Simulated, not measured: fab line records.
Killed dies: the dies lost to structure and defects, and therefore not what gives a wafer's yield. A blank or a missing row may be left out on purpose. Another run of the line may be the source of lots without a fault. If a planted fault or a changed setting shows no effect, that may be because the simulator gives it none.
2 desks looking at one fault ; flow sky130 ; only its own numbers are on each desk; what lay behind them is given at the end

== THE TOOL OWNER'S DESK: implanter-03 ==
The tool's own readings at SKY_LDD_N_IMPLANT_14: means of the sampled wafers that have a number, for each lot that ran on this tool. Any lot whose mean is over 4 standard deviations away from the usual mean is out of limits and marked OUT; that distance is given in the brackets.
Columns: A = dose ions cm2 at SKY_LDD_N_IMPLANT_14, usual 4.999e+12; B = faraday current uA at SKY_LDD_N_IMPLANT_14, usual 28.2
lot;first seen here;A;B
L527;day 20 20:59;4.993e+12;28.1
L528;day 21 06:50;4.996e+12;27.7
L529;day 21 11:46;4.998e+12;28.7
L531;day 22 02:48;4.997e+12;28.5
L532;day 22 22:12;3.818e+12 (-99 or more) OUT;21.8 (-11) OUT
L533;day 23 05:11;3.805e+12 (-99 or more) OUT;21.4 (-12) OUT
This desk's finding: out of limits on L532, L533; first on L532, day 22 22:12 (dose ions cm2 at SKY_LDD_N_IMPLANT_14). In limits: L527, L528, L529, L531.

== METROLOGY DESK ==
What the gauges read for every lot (on any tool): the sampled wafers with a number, averaged. Any lot whose mean is over 4 standard deviations away from the usual mean is out of limits and marked OUT; that distance is given in the brackets.
Columns: A = FIELD_ISO_OXIDATION_01_THK at SKY_FIELD_ISO_THK_MEAS_23, usual 10.00 nm
lot;first seen here;A
L519;day 2 06:48;9.68
L521;day 2 19:54;9.98
L522;day 3 00:58;9.67
L523;day 3 09:10;9.72
L525;day 3 14:21;9.98
L527;day 4 02:52;9.79
L528;day 4 06:32;9.98
L529;day 4 10:50;9.99
L531;day 4 22:13;10.01
L532;day 5 05:20;10.39
L533;day 5 10:52;10.16
L534;day 5 14:38;9.90
L538;day 6 11:17;10.03
L542;day 7 10:05;10.23
This desk found nothing out of limits on any of the 14 lots.

== BROUGHT TOGETHER ==
An alarm could have come from the tool owner's desk at day 22 22:12, on L532, L533.
Nothing out of limits was seen by the metrology desk.
The metrology desk has L532, L533 on record, within its limits.
Of the lots named, all ran SKY_LDD_N_IMPLANT_14 on implanter-03.

== WHAT WAS PUT IN BY THE SIMULATOR ==
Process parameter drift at SKY_LDD_N_IMPLANT_14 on implanter-03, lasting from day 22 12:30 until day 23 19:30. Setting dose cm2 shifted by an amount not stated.
Lots struck among those shown: L532, L533.
Delay in hours, fault start to first out-of-limits reading, by desk: the tool owner's desk at 10.
